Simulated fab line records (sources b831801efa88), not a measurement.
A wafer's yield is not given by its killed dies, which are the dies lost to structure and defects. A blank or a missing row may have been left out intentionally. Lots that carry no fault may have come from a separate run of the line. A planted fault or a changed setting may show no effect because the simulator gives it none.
fab line records ; flow sky130
[record] lots = 15; wafers = 45; last_day = 50
route steps=708 shown NWELL@81
lots with no fault: from the same line, run without faults
start_h: hours from the record's opening day to when the first of the lot's shown wafers began ; wait_h: hours since the lot's step before ; " unchanged from the row above ; L1.1+2: one row covering several wafers at once ; - either no value or no given start ; * or withheld: withheld ; < > ~ a bound
route shown NAME@n: names a module that has steps shown in the file, with the first one's number in the route ; usual: the fault-free wafers' mean and standard deviation ; same: alike in all rows ; chamber/n: place in a boat ; sites: readings site by site ; _std_site: standard deviation across them ; _edge_site: the outer-site mean with the inner-site mean subtracted ; radius_mm: for every site, how far away it sits from the centre of the wafer ; mask NAME#n: copy n ; behind: tool/chamber where the wafer was last shaped ; hold: cause of the lot's hold/its duration in hours/its outcome ; device: which transistor (n, p or np) failed to switch ; end of line: the same wafers' tests at the end of the route ; a step given without rows: its recipe and nothing more ; killed: the dies lost at the first sort to structure and to defects; this is not the yield of the wafer ; map: dies across one wafer; x = killed, . = not, _ = none there
set.NAME: the run value of the setting; set.NAME@STEP: its run value at that earlier step ; model.NAME: the simulator's own value behind a step, which no gauge read
route steps across a sampled set of lots; one table per step, one row per wafer
[[steps]]
[step SKY_NWELL_RTA_28]
[recipe] temp_c = 1050; time_s = 30; idle_temp_c = 650; ramp_up_c_per_s = 150; ramp_down_c_per_s = 90; ambient = N2
[usual] anneal_temp_c_max = 1055.6/1.6; chamber_o2_ppm = 2.000/0.022; lamp_power_pct = 25.30/0.049; wafer_temp_C_max = 1054.9/0.99
lot.wafer;tool;chamber;start_h;wait_h;anneal_temp_c_max;chamber_o2_ppm;lamp_power_pct;wafer_temp_C_max
L415.1;rtp_anneal-01;0;105.95;0.0;1057.1;2.021;25.24;1054.6
L415.2;rtp_anneal-01;0;105.95;0.0;1056.5;2.000;25.20;1056.2
L415.6;rtp_anneal-01;0;105.95;0.0;1056.9;2.016;25.39;1054.5
L416.2;rtp_anneal-02;0;110.06;0.0;1054.2;1.997;25.36;1053.6
L416.3;rtp_anneal-02;0;110.06;0.0;1055.0;1.962;25.29;1055.5
L416.6;rtp_anneal-02;0;110.06;0.0;1055.0;1.984;25.24;1054.4
L418.1;rtp_anneal-01;0;122.72;0.0;1056.4;2.010;25.30;1055.3
L418.3;rtp_anneal-01;0;122.72;0.0;1058.3;2.000;25.25;1054.9
L418.5;rtp_anneal-01;0;122.72;0.0;1058.0;2.018;25.32;1055.5
L420.2;rtp_anneal-02;0;134.86;0.0;1054.0;1.995;25.23;1054.5
L420.4;rtp_anneal-02;0;134.86;0.0;1057.9;1.986;25.34;1055.1
L420.6;rtp_anneal-02;0;134.86;0.0;1055.2;1.964;25.26;1053.4
L421.1;rtp_anneal-01;0;139.73;0.0;1056.3;1.980;25.30;1055.0
L421.2;rtp_anneal-01;0;139.73;0.0;1057.1;2.059;25.36;1054.8
L421.4;rtp_anneal-01;0;139.73;0.0;1057.4;1.965;25.25;1057.4
L423.1;rtp_anneal-01;-;148.15;0.0;-;-;-;-
L423.2;rtp_anneal-01;-;148.15;0.0;-;-;-;-
L423.3;rtp_anneal-01;-;148.15;0.0;-;-;-;-
L424.1;rtp_anneal-01;-;156.40;0.0;-;-;-;-
L424.2;rtp_anneal-01;-;156.40;0.0;-;-;-;-
L424.3;rtp_anneal-01;-;156.40;0.0;-;-;-;-
L425.1;rtp_anneal-02;-;160.32;0.0;-;-;-;-
L425.2;rtp_anneal-02;-;160.32;0.0;-;-;-;-
L425.5;rtp_anneal-02;-;160.32;0.0;-;-;-;-
L426.1;rtp_anneal-02;0;167.12;0.0;1053.8;1.984;25.32;1053.3
L426.2;rtp_anneal-02;0;167.12;0.0;1054.1;1.944;25.23;1054.3
L426.4;rtp_anneal-02;0;167.12;0.0;1054.9;1.972;25.31;1053.1
L432.1;rtp_anneal-02;0;210.10;0.0;1052.7;1.989;25.42;1054.6
L432.3;rtp_anneal-02;0;210.10;0.0;1053.4;2.032;25.31;1054.1
L432.4;rtp_anneal-02;0;210.10;0.0;1053.5;1.992;25.23;1055.7
L433.2;rtp_anneal-01;0;211.16;0.0;1055.8;1.997;25.29;1054.8
L433.3;rtp_anneal-01;0;211.16;0.0;1056.4;1.972;25.32;1053.5
L433.5;rtp_anneal-01;0;211.16;0.0;1056.4;1.979;25.37;1053.9
L434.1;rtp_anneal-02;0;215.19;0.0;1055.0;1.994;25.36;1056.4
L434.2;rtp_anneal-02;0;215.19;0.0;1053.3;2.030;25.34;1055.8
L434.4;rtp_anneal-02;0;215.19;0.0;1054.8;2.014;25.31;1056.2
L436.3;rtp_anneal-02;0;233.76;0.0;1055.2;1.989;25.21;1055.2
L436.4;rtp_anneal-02;0;233.76;0.0;1053.7;1.986;25.38;1054.8
L436.6;rtp_anneal-02;0;233.76;0.0;1054.4;1.999;25.35;1054.0
L437.2;rtp_anneal-01;0;240.41;0.0;1057.5;2.014;25.34;1055.8
L437.4;rtp_anneal-01;0;240.41;0.0;1057.6;1.998;25.36;1053.9
L437.5;rtp_anneal-01;0;240.41;0.0;1055.1;1.975;25.27;1054.2
L438.1;rtp_anneal-02;0;244.72;0.0;1055.2;2.003;25.34;1053.3
L438.3;rtp_anneal-02;0;244.72;0.0;1056.9;1.994;25.28;1054.6
L438.4;rtp_anneal-02;0;244.72;0.0;1056.7;1.994;25.29;1054.8
[step SKY_NWELL_RS_MEAS_29]
[recipe] thk_meas_gauge = four-point-probe
[usual] NWELL_RS = 624.8/2
lot.wafer;tool;chamber;start_h;wait_h;NWELL_RS[ohm/sq]
L415.1;film_metro-04;-;106.05;0.1;624.0
L415.2;film_metro-04;-;106.05;0.1;625.5
L415.6;film_metro-04;-;106.05;0.1;625.4
L416.2;film_metro-03;-;110.17;0.1;627.4
L416.3;film_metro-03;-;110.17;0.1;628.5
L416.6;film_metro-03;-;110.17;0.1;629.2
L418.1;film_metro-01;-;122.82;0.1;624.6
L418.3;film_metro-01;-;122.82;0.1;623.1
L418.5;film_metro-01;-;122.82;0.1;625.4
L420.2;film_metro-01;-;134.97;0.1;627.1
L420.4;film_metro-01;-;134.97;0.1;626.8
L420.6;film_metro-01;-;134.97;0.1;625.9
L421.1;film_metro-01;-;139.83;0.1;624.9
L421.2;film_metro-01;-;139.83;0.1;626.6
L421.4;film_metro-01;-;139.83;0.1;625.5
L423.1;film_metro-01;-;148.35;0.2;133.0
L423.2;film_metro-01;-;148.35;0.2;133.2
L423.3;film_metro-01;-;148.35;0.2;133.1
L424.1;film_metro-01;-;156.50;0.1;132.9
L424.2;film_metro-01;-;156.50;0.1;132.9
L424.3;film_metro-01;-;156.50;0.1;132.8
L425.1;film_metro-04;-;160.52;0.2;132.7
L425.2;film_metro-04;-;160.52;0.2;132.7
L425.5;film_metro-04;-;160.52;0.2;132.7
L426.1;film_metro-03;-;167.32;0.2;625.4
L426.2;film_metro-03;-;167.32;0.2;625.9
L426.4;film_metro-03;-;167.32;0.2;627.5
L432.1;film_metro-03;-;210.20;0.1;627.0
L432.3;film_metro-03;-;210.20;0.1;622.1
L432.4;film_metro-03;-;210.20;0.1;624.2
L433.2;film_metro-03;-;211.27;0.1;623.6
L433.3;film_metro-03;-;211.27;0.1;622.7
L433.5;film_metro-03;-;211.27;0.1;625.2
L434.1;film_metro-03;-;215.30;0.1;623.6
L434.2;film_metro-03;-;215.30;0.1;624.3
L434.4;film_metro-03;-;215.30;0.1;625.0
L436.3;film_metro-01;-;233.87;0.1;623.4
L436.4;film_metro-01;-;233.87;0.1;625.4
L436.6;film_metro-01;-;233.87;0.1;623.9
L437.2;film_metro-03;-;240.51;0.1;624.9
L437.4;film_metro-03;-;240.51;0.1;624.2
L437.5;film_metro-03;-;240.51;0.1;622.7
L438.1;film_metro-01;-;244.82;0.1;627.7
L438.3;film_metro-01;-;244.82;0.1;627.5
L438.4;film_metro-01;-;244.82;0.1;626.5
[[key]]
[first_sign] step = SKY_NWELL_RTA_28; reading = tool_record; direction = missing
[effect] step = SKY_NWELL_RS_MEAS_29; reading = NWELL_RS; direction = down; sigmas = 99+; usual = 624.8; struck = 132.9
met_at SKY_NWELL_RTA_28
struck_lots L423,L424,L425
later_rows_left_out L423.1,L423.2,L423.3,L424.1,L424.2,L424.3,L425.1,L425.2,L425.5
sort_left_out L423.1,L423.2,L423.3,L424.1,L424.2,L424.3,L425.1,L425.2,L425.5
tester_left_out L423,L424,L425
onset_between 139.73 148.15
[fault] kind = skipped_step_whole; tool = rtp_anneal-01,rtp_anneal-02; chamber = -; onset_h = 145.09; steps = SKY_NWELL_RTA_28; scope = struck_lots_only
// tester_left_out: of these lots the tester's yield and bins aren't shown, on N5 and GAA mostly nor the transistor test; their killed dies are dies lost to structure and defects alone, not to doping, threshold or leakage, so they don't give the yield
// sort_left_out: the simulated sort isn't trusted on such a fault, so these wafers' sort isn't shown, and their yield isn't known
// later_rows_left_out: the simulator's readings of these wafers behind a module that went badly wrong aren't trusted and aren't shown, but for the sort
